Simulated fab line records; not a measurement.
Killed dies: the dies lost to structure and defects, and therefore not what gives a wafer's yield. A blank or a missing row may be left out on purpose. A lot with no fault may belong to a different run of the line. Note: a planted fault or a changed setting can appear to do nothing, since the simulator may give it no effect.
One fault seen from 2 desks    flow gf180mcu    only its own numbers are on each desk; what lay behind them is given at the end

FOR THE TOOL OWNER'S DESK: implanter-01
For each lot that ran on this tool, the mean over its sampled wafers that have a number, from the tool's own readings at GF_MVPSD_IMPLANT_08. Any lot whose mean is over 4 standard deviations away from the usual mean is out of limits and marked OUT; that distance is given in the brackets.
Columns: A = dose ions cm2 at GF_MVPSD_IMPLANT_08, usual 1.5e+13; B = faraday current uA at GF_MVPSD_IMPLANT_08, usual 84.2
lot   first seen here  A                          B
L874  day 5 00:20      1.5e+13                    84.4
L879  day 6 07:59      1.5e+13                    83.6
L884  day 7 13:11      1.5e+13                    83.2
L885  day 7 18:10      1.5e+13                    82.1
L886  day 7 22:02      1.1e+13 (-99 or more) OUT  60.8 (-15) OUT
L890  day 9 00:05      1.1e+13 (-99 or more) OUT  60.6 (-15) OUT
This desk's finding: out of limits on L886, L890; first on L886, day 7 22:02 (dose ions cm2 at GF_MVPSD_IMPLANT_08). Within limits: L874, L879, L884, L885.

THE METROLOGY DESK
Lot by lot, what the gauges showed, no matter which tool ran the lot: averages of those sampled wafers that carry a number. Any lot whose mean is over 4 standard deviations away from the usual mean is out of limits and marked OUT; that distance is given in the brackets.
Columns: A = STI_CVD_23_THK at GF_STI_THK_MEAS_24, usual 652 nm; B = MVPSD_TW at GF_MVPSD_TW_MEAS_11, usual 551; C = MVPSD_RS at GF_VT_IMPLANT_RS_MEAS_49, usual 1169 ohm/sq; D = POLY_GATE_OVL at GF_POLY_GATE_OVL_MEAS_11, usual -5 nm
lot   first seen here  A    B              C               D
L874  day 2 03:47      654  551            1170            1
L875  day 2 08:54      661  555            1173            -10
L878  day 3 00:36      645  554            1170            -5
L879  day 3 05:57      653  547            1165            -9
L882  day 3 20:59      655  555            1171            2
L883  day 4 01:00      653  546            1172            -10
L884  day 4 08:27      650  547            1169            -4
L885  day 4 12:29      655  554            1171            -11
L886  day 4 16:37      652  510 (-10) OUT  1373 (+66) OUT  2
L889  day 5 08:48      643  544            1167            -13
L890  day 5 14:13      656  509 (-11) OUT  1373 (+66) OUT  -2
L896  day 6 22:23      648  556            1165            -4
L897  day 7 02:27      656  555            1168            -7
This desk's result: L886, L890 out of limits, first on L886 (MVPSD_TW at GF_MVPSD_TW_MEAS_11), day 7 22:24. Within limits: L874, L875, L878, L879, L882, L883, L884, L885, L889, L896, L897.

BROUGHT TOGETHER
The tool owner's desk had the chance to raise an alarm at day 7 22:02 on L886, L890.
Metrology desk: alarm possible at day 7 22:24 on L886, L890.
GF_MVPSD_IMPLANT_08 was run on implanter-01 by each of the lots named.

WHAT HAD BEEN PUT IN BY THE SIMULATOR
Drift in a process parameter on implanter-01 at GF_MVPSD_IMPLANT_08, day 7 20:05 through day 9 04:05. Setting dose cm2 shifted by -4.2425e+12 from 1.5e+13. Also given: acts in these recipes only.
Struck lots among those shown: L886, L890.
Counting hours from when the fault started, the first reading out of limits came at 2 for the tool owner's desk and at 2 for the metrology desk.
